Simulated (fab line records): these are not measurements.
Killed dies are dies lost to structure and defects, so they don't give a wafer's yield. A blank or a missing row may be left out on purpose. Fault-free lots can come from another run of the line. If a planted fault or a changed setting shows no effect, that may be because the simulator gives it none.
fab line records	flow sky130
record lots=24	wafers=72	last_day=50
route steps=708 shown LI_CONTACT@363 CONTACT@424 CAPM@537 METAL3@565 VIA3@589
lots with no fault: from the same line, run without faults
start_h: start of the lot's first displayed wafer, in hours after the record's first day	wait_h: time in hours since the lot's previous step	" repeats the value in the row above	L1.1+2: one row covering several wafers at once	- value missing, or start not given	* or withheld: withheld	< > ~ a bound
route shown NAME@n: NAME is a module with steps in the file, n the number in the route of the first one	usual: mean/standard deviation taken from wafers without a fault	same: alike in all rows	chamber/n: place in a boat	sites: per-site readings	_std_site: how widely they spread, as a standard deviation	_edge_site: outer sites' mean less inner sites'	radius_mm: how far each site lies from the wafer's centre	mask NAME#n: copy n	behind: the most recent tool/chamber to have shaped the wafer	hold: why the lot went on hold/how many hours it stayed there/how the hold came to an end	device: names the non-switching transistor (n, p or np)	end of line: tests of these same wafers at the route's end	a step with no rows: only its recipe	killed: count of dies lost to structure and defects at first sort (not the wafer's yield)	map: per-die view of a wafer (x killed, . not killed, _ where there is no die)
set.NAME: setting as actually run; set.NAME@STEP: the setting as run at that earlier step	model.NAME: the simulator's own value behind a step, which no gauge read
a sample of lots followed through the steps of the route, with each step as a table and each wafer as a row
services: a tool's chamber out of use, with start hour (start_h, from the record's first day; less than 0 if before it), hours out, and reason
## steps
# step SKY_LI_CONTACT_THK_MEAS_01
# recipe reads=PSG_of_LI_CONTACT_HDPCVD_00
# usual LI_CONTACT_HDPCVD_THK=930/8.1
lot.wafer	tool	chamber	start_h	wait_h	LI_CONTACT_HDPCVD_THK[nm]
L074.2	film_metro-03	-	678.08	0.1	924
L074.3	"	-	"	"	940
L074.5	"	-	"	"	923
L076.2	film_metro-03	-	681.27	0.1	945
L076.3	"	-	"	"	936
L076.5	"	-	"	"	935
L075.2	film_metro-04	-	682.37	0.1	936
L075.3	"	-	"	"	918
L075.6	"	-	"	"	927
L077.1	film_metro-03	-	682.37	0.1	936
L077.2	"	-	"	"	933
L077.5	"	-	"	"	938
L078.2	film_metro-04	-	683.97	0.1	936
L078.3	"	-	"	"	914
L078.4	"	-	"	"	922
L079.1	film_metro-03	-	684.81	0.1	927
L079.2	"	-	"	"	925
L079.6	"	-	"	"	931
L080.1	film_metro-04	-	707.52	0.1	923
L080.2	"	-	"	"	925
L080.3	"	-	"	"	932
L081.2	film_metro-01	-	707.62	0.1	925
L081.3	"	-	"	"	916
L081.4	"	-	"	"	912
L082.1	film_metro-04	-	714.13	0.1	925
L082.2	"	-	"	"	930
L082.5	"	-	"	"	930
L083.1	film_metro-01	-	719.06	0.1	933
L083.4	"	-	"	"	918
L083.6	"	-	"	"	948
L085.2	film_metro-04	-	729.77	0.1	925
L085.4	"	-	"	"	921
L085.5	"	-	"	"	917
L084.2	film_metro-01	-	732.33	0.1	937
L084.4	"	-	"	"	931
L084.5	"	-	"	"	923
L086.1	film_metro-01	-	745.32	0.1	942
L086.2	"	-	"	"	945
L086.6	"	-	"	"	948
L087.1	film_metro-03	-	746.87	0.1	934
L087.2	"	-	"	"	929
L087.5	"	-	"	"	934
L088.1	film_metro-03	-	754.01	0.1	937
L088.3	"	-	"	"	934
L088.6	"	-	"	"	936
L089.3	film_metro-04	-	760.94	0.1	931
L089.5	"	-	"	"	936
L089.6	"	-	"	"	937
L090.1	film_metro-04	-	779.31	0.1	926
L090.2	"	-	"	"	923
L090.6	"	-	"	"	921
L091.1	film_metro-04	-	782.76	0.1	934
L091.4	"	-	"	"	936
L091.5	"	-	"	"	935
L092.1	film_metro-01	-	798.27	0.1	925
L092.5	"	-	"	"	924
L092.6	"	-	"	"	930
L093.1	film_metro-01	-	798.62	0.1	929
L093.4	"	-	"	"	927
L093.6	"	-	"	"	920
L094.1	film_metro-03	-	808.92	0.1	936
L094.2	"	-	"	"	942
L094.6	"	-	"	"	940
L095.1	film_metro-04	-	811.92	0.1	912
L095.3	"	-	"	"	933
L095.6	"	-	"	"	932
L096.1	film_metro-03	-	815.77	0.1	917
L096.2	"	-	"	"	928
L096.5	"	-	"	"	917
L097.3	film_metro-03	-	825.88	0.1	943
L097.5	"	-	"	"	934
L097.6	"	-	"	"	934
# step SKY_LI_CONTACT_SPUTTER_19
# recipe material=Ti	target_thk_nm=20	chamber_pressure_pa=5	power_w=2500	substrate_temp_c=200	time_s=106.37
# usual throttle_valve_pct=30.1/0.94
lot.wafer	tool	chamber	start_h	wait_h	throttle_valve_pct
L074.2	pvd_sputter-02	-	706.74	0.0	30.7
L074.3	"	-	"	"	30.5
L074.5	"	-	"	"	30.6
L076.2	pvd_sputter-01	-	709.79	0.0	30.4
L076.3	"	-	"	"	30.9
L076.5	"	-	"	"	30.8
L075.2	pvd_sputter-02	-	710.66	0.0	28.7
L075.3	"	-	"	"	30.0
L075.6	"	-	"	"	30.7
L077.1	pvd_sputter-04	-	711.11	0.0	27.9
L077.2	"	-	"	"	28.8
L077.5	"	-	"	"	30.8
L078.2	pvd_sputter-02	-	713.24	0.0	30.6
L078.3	"	-	"	"	30.4
L078.4	"	-	"	"	29.0
L079.1	pvd_sputter-04	-	713.74	0.0	28.1
L079.2	"	-	"	"	30.9
L079.6	"	-	"	"	28.9
L080.1	pvd_sputter-01	-	735.37	0.0	30.2
L080.2	"	-	"	"	30.6
L080.3	"	-	"	"	30.9
L081.2	pvd_sputter-04	-	735.51	0.0	28.9
L081.3	"	-	"	"	30.9
L081.4	"	-	"	"	31.0
L082.1	pvd_sputter-02	-	743.02	0.0	30.5
L082.2	"	-	"	"	30.4
L082.5	"	-	"	"	30.3
L083.1	pvd_sputter-02	-	746.70	0.0	29.0
L083.4	"	-	"	"	30.8
L083.6	"	-	"	"	30.4
L085.2	pvd_sputter-04	-	758.14	0.0	29.1
L085.4	"	-	"	"	31.2
L085.5	"	-	"	"	30.8
L084.2	pvd_sputter-01	-	759.87	0.0	30.6
L084.4	"	-	"	"	30.0
L084.5	"	-	"	"	30.6
L086.1	pvd_sputter-01	-	773.59	0.0	30.5
L086.2	"	-	"	"	30.8
L086.6	"	-	"	"	30.7
L087.1	pvd_sputter-04	-	774.38	0.0	30.8
L087.2	"	-	"	"	30.9
L087.5	"	-	"	"	30.9
L088.1	pvd_sputter-04	-	780.78	0.0	30.9
L088.3	"	-	"	"	30.7
L088.6	"	-	"	"	30.8
L089.3	pvd_sputter-01	-	789.08	0.0	30.1
L089.5	"	-	"	"	30.6
L089.6	"	-	"	"	30.3
L090.1	pvd_sputter-01	-	806.69	0.0	30.6
L090.2	"	-	"	"	30.7
L090.6	"	-	"	"	30.3
L091.1	pvd_sputter-04	-	810.00	0.0	28.2
L091.4	"	-	"	"	30.9
L091.5	"	-	"	"	27.8
L092.1	pvd_sputter-01	-	826.12	0.0	30.3
L092.5	"	-	"	"	30.5
L092.6	"	-	"	"	30.4
L093.1	pvd_sputter-04	-	826.27	0.0	29.2
L093.4	"	-	"	"	27.9
L093.6	"	-	"	"	30.8
L094.1	pvd_sputter-04	-	835.63	0.0	29.4
L094.2	"	-	"	"	30.9
L094.6	"	-	"	"	29.4
L095.1	pvd_sputter-01	-	838.62	0.0	30.5
L095.3	"	-	"	"	30.3
L095.6	"	-	"	"	30.6
L096.1	pvd_sputter-04	-	841.90	0.0	29.0
L096.2	"	-	"	"	31.0
L096.5	"	-	"	"	28.7
L097.3	pvd_sputter-01	-	853.87	0.0	30.7
L097.5	"	-	"	"	30.2
L097.6	"	-	"	"	30.8
# step SKY_CONTACT_ETCH_18
# recipe target=Si3N4	chemistry=CHF3/O2	stop_on=TiN	source_w=600	bias_w=200	pressure_mtorr=40	chf3_flow_sccm=50	O2_flow_sccm=5	time_s=39	target_depth_a=750
# usual drypump_motor_current_A=5.7/0.43	oes_product_au=0.855/0.0087	throttle_valve_pct=8.792/0.0095
lot.wafer	tool	chamber	start_h	wait_h	drypump_motor_current_A	oes_product_au	rf_hours_counter_h	throttle_valve_pct
L074.2	rie_diel-04	2	-	-	6.0	0.845	6	8.778
L074.3	"	1	"	"	5.5	0.851	15	8.774
L074.5	"	1	"	"	5.5	0.851	-	8.792
L076.2	rie_diel-03	1	-	-	5.6	0.834	2	8.809
L076.3	"	3	"	"	5.0	0.842	2	8.769
L076.5	"	2	"	"	5.7	0.855	-	8.790
L075.2	rie_diel-04	2	-	-	5.9	0.847	6	8.791
L075.3	"	3	"	"	5.8	0.854	6	8.789
L075.6	"	0	"	"	6.5	0.863	-	8.790
L077.1	rie_diel-01	3	-	-	5.5	0.846	13	8.801
L077.2	"	0	"	"	5.8	0.857	21	8.799
L077.5	"	3	"	"	5.4	0.867	-	8.789
L078.2	rie_diel-03	3	-	-	4.9	0.856	3	8.794
L078.3	"	0	"	"	5.1	0.845	9	8.779
L078.4	"	2	"	"	5.7	0.872	8	8.793
L079.1	rie_diel-04	2	-	-	6.0	0.857	7	8.792
L079.2	"	1	"	"	5.5	0.841	15	8.807
L079.6	"	2	"	"	6.0	0.845	-	8.793
L080.1	rie_diel-03	2	-	-	5.7	0.850	9	8.786
L080.2	"	1	"	"	5.5	0.844	2	8.779
L080.3	"	0	"	"	5.0	0.841	10	8.782
L081.2	rie_diel-03	2	-	-	5.7	0.852	9	8.783
L081.3	"	3	"	"	4.9	0.847	3	8.792
L081.4	"	1	"	"	5.5	0.861	2	8.797
L082.1	rie_diel-04	0	-	-	6.5	0.834	12	8.786
L082.2	"	3	"	"	5.8	0.851	7	8.791
L082.5	"	0	"	"	6.5	0.858	-	8.779
L083.1	rie_diel-04	2	-	-	5.9	0.854	8	8.785
L083.4	"	3	"	"	5.8	0.856	7	8.789
L083.6	"	0	"	"	6.5	0.871	-	8.798
L085.2	rie_diel-03	3	-	-	4.9	0.853	4	8.787
L085.4	"	2	"	"	5.6	0.856	9	8.801
L085.5	"	1	"	"	5.6	0.857	-	8.788
L084.2	rie_diel-04	1	-	-	5.5	0.854	16	8.787
L084.4	"	3	"	"	5.8	0.864	8	8.786
L084.5	"	2	"	"	5.9	0.869	-	8.797
L086.1	rie_diel-04	3	-	-	5.8	0.852	8	8.786
L086.2	"	0	"	"	6.4	0.839	13	8.783
L086.6	"	2	"	"	5.9	0.853	-	8.797
L087.1	rie_diel-03	3	-	-	5.0	0.850	5	8.781
L087.2	"	0	"	"	5.1	0.861	11	8.794
L087.5	"	3	"	"	4.9	0.851	-	8.792
L088.1	rie_diel-04	0	-	-	6.5	0.841	13	8.795
L088.3	"	3	"	"	5.8	0.848	9	8.780
L088.6	"	0	"	"	6.5	0.859	-	8.800
L089.3	rie_diel-03	0	-	-	5.1	0.863	11	8.797
L089.5	"	3	"	"	4.9	0.873	-	8.797
L089.6	"	2	"	"	5.6	0.869	-	8.794
L090.1	rie_diel-04	2	-	-	6.0	0.846	10	8.800
L090.2	"	3	"	"	5.8	0.856	9	8.797
L090.6	"	2	"	"	6.0	0.860	-	8.804
L091.1	rie_diel-01	3	-	-	5.5	0.863	16	8.801
L091.4	"	0	"	"	5.8	0.869	23	8.790
L091.5	"	2	"	"	6.1	0.871	-	8.801
L092.1	rie_diel-01	0	-	-	5.8	0.846	24	8.785
L092.5	"	3	"	"	5.5	0.852	-	8.788
L092.6	"	2	"	"	6.1	0.852	-	8.798
L093.1	rie_diel-04	1	-	-	5.5	0.844	19	8.778
L093.4	"	3	"	"	5.8	0.863	10	8.787
L093.6	"	3	"	"	5.8	0.855	-	8.800
L094.1	rie_diel-03	1	-	-	5.5	0.841	5	8.788
L094.2	"	3	"	"	4.9	0.856	7	8.795
L094.6	"	0	"	"	5.1	0.851	-	8.797
L095.1	rie_diel-04	3	-	-	5.8	0.841	11	8.782
L095.3	"	0	"	"	6.4	0.851	16	8.795
L095.6	"	3	"	"	5.8	0.853	-	8.796
L096.1	rie_diel-04	1	-	-	5.5	0.855	20	8.785
L096.2	"	2	"	"	6.0	0.853	11	8.777
L096.5	"	3	"	"	5.8	0.863	-	8.786
L097.3	rie_diel-04	3	-	-	5.8	0.850	11	8.789
L097.5	"	0	"	"	6.5	0.856	-	8.772
L097.6	"	3	"	"	5.8	0.872	-	8.806
# step SKY_CAPM_CVD_00
# recipe material=SiO2	target_thk_nm=15.5	temp_c=400	time_s=withheld	rf_w=450
# usual heater_power_w=729/75
lot.wafer	tool	chamber	start_h	wait_h	heater_power_w
L074.2	pecvd-02	2	875.24	0.0	639
L074.3	"	0	"	"	683
L074.5	"	2	"	"	642
L076.2	pecvd-01	0	881.81	0.0	799
L076.3	"	1	"	"	705
L076.5	"	0	"	"	777
L075.2	pecvd-03	0	882.41	0.0	725
L075.3	"	2	"	"	754
L075.6	"	2	"	"	757
L077.1	pecvd-01	0	882.71	0.0	773
L077.2	"	1	"	"	704
L077.5	"	0	"	"	768
L078.2	pecvd-02	1	884.21	0.0	664
L078.3	"	2	"	"	699
L078.4	"	1	"	"	657
L079.1	pecvd-03	0	884.51	0.0	737
L079.2	"	2	"	"	822
L079.6	"	0	"	"	761
L080.1	pecvd-02	2	902.41	0.0	695
L080.2	"	0	"	"	773
L080.3	"	1	"	"	598
L081.2	pecvd-03	0	904.49	0.0	798
L081.3	"	2	"	"	832
L081.4	"	2	"	"	810
L082.1	pecvd-01	2	911.04	0.0	589
L082.2	"	0	"	"	722
L082.5	"	0	"	"	727
L083.1	pecvd-02	1	912.03	0.0	566
L083.4	"	0	"	"	764
L083.6	"	1	"	"	570
L085.2	pecvd-03	1	922.63	0.0	770
L085.4	"	2	"	"	769
L085.5	"	1	"	"	778
L084.2	pecvd-01	1	923.05	0.0	721
L084.4	"	1	"	"	715
L084.5	"	1	"	"	698
L086.1	pecvd-02	0	937.67	0.0	792
L086.2	"	1	"	"	579
L086.6	"	0	"	"	757
L087.1	pecvd-03	2	939.19	0.0	850
L087.2	"	0	"	"	766
L087.5	"	0	"	"	766
L088.1	pecvd-01	1	944.63	0.0	793
L088.3	"	0	"	"	834
L088.6	"	1	"	"	793
L089.3	pecvd-03	1	951.43	0.0	751
L089.5	"	1	"	"	743
L089.6	"	0	"	"	743
L090.1	pecvd-02	1	967.39	0.0	650
L090.2	"	2	"	"	770
L090.6	"	0	"	"	663
L091.1	pecvd-01	1	971.76	0.0	688
L091.4	"	1	"	"	691
L091.5	"	0	"	"	790
L092.1	pecvd-02	0	987.53	0.0	682
L092.5	"	2	"	"	707
L092.6	"	1	"	"	624
L093.1	pecvd-02	2	989.33	0.0	746
L093.4	"	2	"	"	724
L093.6	"	0	"	"	721
L094.1	pecvd-01	1	993.42	0.0	737
L094.2	"	0	"	"	808
L094.6	"	0	"	"	812
L095.1	pecvd-03	1	997.27	0.0	752
L095.3	"	0	"	"	706
L095.6	"	2	"	"	942
L096.1	pecvd-02	0	999.91	0.0	748
L096.2	"	2	"	"	723
L096.5	"	0	"	"	736
L097.3	pecvd-03	0	1010.49	0.0	676
L097.5	"	2	"	"	807
L097.6	"	1	"	"	712
# step SKY_METAL3_DESCUM_15
# recipe chemistry=O2	source_power_w=150	bias_power_w=0	pressure_mtorr=10	temp_c=40	time_s=8
# usual drypump_motor_current_A=6.1/0.35	oes_product_au=1.000/0.008
lot.wafer	tool	chamber	start_h	wait_h	drypump_motor_current_A	oes_product_au	rf_hours_counter_h
L074.2	rie_metal-03	0	926.20	0.0	5.5	0.996	8
L074.3	"	1	"	"	5.9	1.001	-
L074.5	"	1	"	"	5.9	1.010	-
L076.2	rie_metal-03	0	931.50	0.0	5.5	1.005	8
L076.3	"	0	"	"	5.5	0.998	-
L076.5	"	0	"	"	5.5	0.994	-
L075.2	rie_metal-03	0	932.35	0.0	5.6	0.996	8
L075.3	"	1	"	"	6.0	0.995	-
L075.6	"	0	"	"	5.5	0.988	-
L077.1	rie_metal-04	1	932.65	0.0	6.5	1.008	10
L077.2	"	0	"	"	6.3	1.000	14
L077.5	"	1	"	"	6.5	0.992	-
L078.2	rie_metal-03	1	934.15	0.0	5.9	1.000	6
L078.3	"	1	"	"	5.9	1.000	-
L078.4	"	0	"	"	5.5	0.989	-
L079.1	rie_metal-04	1	934.80	0.0	6.5	1.012	10
L079.2	"	0	"	"	6.2	0.984	15
L079.6	"	1	"	"	6.5	1.010	-
L080.1	rie_metal-01	0	952.85	0.0	6.0	0.991	10
L080.2	"	1	"	"	6.4	1.015	19
L080.3	"	0	"	"	6.0	0.995	-
L081.2	rie_metal-01	0	955.00	0.0	6.0	1.000	10
L081.3	"	0	"	"	6.0	1.007	-
L081.4	"	1	"	"	6.4	1.010	-
L082.1	rie_metal-04	0	961.30	0.0	6.3	0.996	16
L082.2	"	1	"	"	6.5	1.007	12
L082.5	"	0	"	"	6.3	0.994	-
L083.1	rie_metal-04	1	961.65	0.0	6.5	1.015	12
L083.4	"	0	"	"	6.3	0.998	-
L083.6	"	1	"	"	6.5	1.002	-
L085.2	rie_metal-04	0	971.05	0.0	6.3	1.006	17
L085.4	"	0	"	"	6.3	0.994	-
L085.5	"	1	"	"	6.5	1.009	-
L084.2	rie_metal-01	1	972.26	0.0	6.4	1.012	20
L084.4	"	1	"	"	6.4	1.012	-
L084.5	"	0	"	"	6.0	1.001	-
L086.1	rie_metal-04	1	987.00	0.0	6.6	1.005	14
L086.2	"	0	"	"	6.2	0.985	18
L086.6	"	1	"	"	6.5	1.004	-
L087.1	rie_metal-04	0	988.20	0.0	6.3	0.999	18
L087.2	"	1	"	"	6.5	1.007	14
L087.5	"	1	"	"	6.5	1.012	-
L088.1	rie_metal-04	0	992.65	0.0	6.2	0.993	18
L088.3	"	1	"	"	6.5	0.998	-
L088.6	"	0	"	"	6.2	0.994	-
L089.3	rie_metal-01	1	999.56	0.0	6.4	1.009	-
L089.5	"	0	"	"	6.0	1.006	-
L089.6	"	1	"	"	6.4	1.005	-
L090.1	rie_metal-03	1	1014.65	0.0	5.9	0.998	10
L090.2	"	0	"	"	5.5	1.014	12
L090.6	"	1	"	"	5.9	1.005	-
L091.1	rie_metal-01	0	1019.15	0.0	6.0	0.996	14
L091.4	"	0	"	"	6.0	0.996	-
L091.5	"	0	"	"	6.0	1.002	-
L092.1	rie_metal-03	0	1034.21	0.0	5.5	0.998	13
L092.5	"	0	"	"	5.5	0.996	-
L092.6	"	0	"	"	5.5	0.993	-
L093.1	rie_metal-03	0	1036.05	0.0	5.5	0.993	13
L093.4	"	0	"	"	5.5	1.014	-
L093.6	"	0	"	"	5.5	1.001	-
L094.1	rie_metal-04	1	1040.50	0.0	6.5	1.002	17
L094.2	"	0	"	"	6.3	0.986	21
L094.6	"	1	"	"	6.5	1.007	-
L095.1	rie_metal-01	0	1043.35	0.0	6.0	1.008	16
L095.3	"	1	"	"	6.4	1.001	-
L095.6	"	1	"	"	6.4	1.007	-
L096.1	rie_metal-01	1	1045.86	0.0	6.4	1.011	2
L096.2	"	0	"	"	6.0	0.998	17
L096.5	"	0	"	"	6.0	0.996	-
L097.3	rie_metal-03	1	1055.72	0.0	6.0	0.989	-
L097.5	"	1	"	"	5.9	1.001	-
L097.6	"	0	"	"	5.5	1.007	-
# step SKY_VIA3_STRIP_16
# recipe chemistry=O2/N2	power_w=1400	pressure_mtorr=1500	platen_temp_c=withheld	o2_flow_sccm=3000	n2_flow_sccm=300	overash_fraction=0.5
# usual drypump_motor_current_A=6.2/0.45	oes_product_au=0.402/0.0044	strip_time_to_endpoint_s=4.114/0.021
lot.wafer	tool	chamber	start_h	wait_h	drypump_motor_current_A	oes_product_au	rf_hours_counter_h	strip_time_to_endpoint_s
L074.2	plasma_asher-01	0	952.35	0.0	6.1	0.410	20	4.099
L074.3	"	0	"	"	6.1	0.397	-	4.088
L074.5	"	0	"	"	6.1	0.400	-	4.121
L076.2	plasma_asher-04	0	958.15	0.0	5.7	0.401	115	4.093
L076.3	"	1	"	"	6.6	0.402	-	4.114
L076.5	"	1	"	"	6.5	0.399	-	4.089
L077.1	plasma_asher-01	1	958.71	0.0	5.6	0.401	20	4.125
L077.2	"	0	"	"	6.1	0.404	20	4.137
L077.5	"	1	"	"	5.5	0.402	-	4.153
L075.2	plasma_asher-02	0	959.06	0.0	6.1	0.408	53	4.113
L075.3	"	0	"	"	6.1	0.400	-	4.145
L075.6	"	0	"	"	6.1	0.405	-	4.092
L078.2	plasma_asher-04	0	961.00	0.0	5.7	0.397	115	4.138
L078.3	"	0	"	"	5.8	0.400	-	4.116
L078.4	"	1	"	"	6.6	0.398	-	4.126
L079.1	plasma_asher-01	1	961.35	0.0	5.6	0.402	21	4.122
L079.2	"	0	"	"	6.1	0.399	21	4.114
L079.6	"	1	"	"	5.6	0.396	-	4.132
L080.1	plasma_asher-04	1	977.85	0.0	6.6	0.404	117	4.148
L080.2	"	0	"	"	5.7	0.396	117	4.112
L080.3	"	1	"	"	6.5	0.405	-	4.108
L081.2	plasma_asher-02	1	980.95	0.0	6.8	0.402	55	4.122
L081.3	"	1	"	"	6.8	0.401	-	4.091
L081.4	"	0	"	"	6.0	0.400	-	4.084
L082.1	plasma_asher-04	0	986.00	0.0	5.7	0.403	118	4.102
L082.2	"	1	"	"	6.5	0.399	118	4.102
L082.5	"	1	"	"	6.6	0.401	-	4.118
L083.1	plasma_asher-01	1	987.15	0.0	5.6	0.407	24	4.116
L083.4	"	0	"	"	6.1	0.402	-	4.125
L083.6	"	0	"	"	6.1	0.398	-	4.126
L085.2	plasma_asher-02	1	996.00	0.0	6.8	0.398	57	4.088
L085.4	"	0	"	"	6.0	0.403	-	4.092
L085.5	"	0	"	"	6.1	0.405	-	4.081
L084.2	plasma_asher-02	1	997.00	0.0	6.8	0.410	57	4.076
L084.4	"	0	"	"	6.1	0.403	-	4.114
L084.5	"	0	"	"	6.1	0.404	-	4.117
L086.1	plasma_asher-02	0	1011.95	0.0	6.1	0.399	58	4.124
L086.2	"	1	"	"	6.8	0.401	58	4.100
L086.6	"	0	"	"	6.1	0.397	-	4.152
L087.1	plasma_asher-01	0	1013.46	0.0	6.1	0.401	26	4.082
L087.2	"	1	"	"	5.5	0.405	26	4.069
L087.5	"	1	"	"	5.5	0.402	-	4.095
L088.1	plasma_asher-02	0	1017.25	0.0	6.1	0.398	59	4.128
L088.3	"	0	"	"	6.1	0.405	-	4.120
L088.6	"	1	"	"	6.9	0.398	-	4.140
L089.3	plasma_asher-02	0	1024.69	0.1	6.0	0.402	-	4.107
L089.5	"	1	"	"	6.8	0.397	-	4.073
L089.6	"	0	"	"	6.1	0.407	-	4.109
L090.1	plasma_asher-02	0	1039.35	0.0	6.1	0.405	61	4.128
L090.2	"	1	"	"	6.9	0.406	61	4.126
L090.6	"	0	"	"	6.1	0.394	-	4.150
L091.1	plasma_asher-04	0	1043.86	0.0	5.7	0.400	123	4.083
L091.4	"	1	"	"	6.6	0.405	-	4.100
L091.5	"	1	"	"	6.6	0.405	-	4.115
L092.1	plasma_asher-01	1	1062.19	4.2	5.6	0.400	31	4.119
L092.5	"	0	"	"	6.1	0.401	-	4.098
L092.6	"	1	"	"	5.6	0.402	-	4.100
L093.1	plasma_asher-01	1	1062.79	2.9	5.6	0.392	31	4.123
L093.4	"	0	"	"	6.2	0.405	-	4.115
L093.6	"	0	"	"	6.1	0.406	-	4.142
L094.1	plasma_asher-01	1	1063.90	0.0	5.6	0.405	31	4.084
L094.2	"	0	"	"	6.1	0.400	31	4.077
L094.6	"	0	"	"	6.1	0.401	-	4.114
L095.1	plasma_asher-02	1	1066.45	0.0	6.9	0.396	62	4.094
L095.3	"	1	"	"	6.9	0.406	-	4.091
L095.6	"	1	"	"	6.8	0.405	-	4.115
L096.1	plasma_asher-01	0	1068.51	0.0	6.1	0.408	32	4.123
L096.2	"	1	"	"	5.6	0.410	32	4.126
L096.5	"	1	"	"	5.6	0.396	-	4.117
L097.3	plasma_asher-02	1	1078.99	0.1	6.9	0.411	-	4.139
L097.5	"	0	"	"	6.1	0.401	-	4.135
L097.6	"	1	"	"	6.8	0.409	-	4.127
## services
tool	chamber	start_h	hours	kind
rie_diel-04	-	691.08	2.8	pm
rie_diel-04	-	700.41	0.3	repair
plasma_asher-01	-	720.95	18.0	pm
plasma_asher-01	-	738.95	9.0	pm
plasma_asher-01	-	747.17	3.6	repair
pecvd-02	0	756.42	3.5	repair
pvd_sputter-04	-	760.20	1.0	repair
pvd_sputter-04	-	767.44	0.7	repair
rie_metal-04	1	784.91	6.0	repair
rie_diel-04	-	794.10	0.5	repair
pecvd-02	2	811.03	20.7	repair
pvd_sputter-01	-	818.10	1.1	repair
rie_metal-04	1	820.04	17.6	repair
plasma_asher-02	-	830.95	2.8	pm
pvd_sputter-04	-	850.81	1.7	repair
rie_diel-04	-	854.78	1.1	repair
rie_diel-04	-	957.40	1.7	repair
rie_diel-04	2	971.71	29.8	repair
rie_diel-04	3	982.00	45.3	repair
rie_diel-04	1	985.02	5.1	repair
pvd_sputter-04	-	1039.84	1.3	repair
plasma_asher-02	-	1047.48	15.4	repair
rie_diel-04	-	1052.72	0.8	repair
rie_diel-04	3	1070.48	4.3	repair
## key
fault none
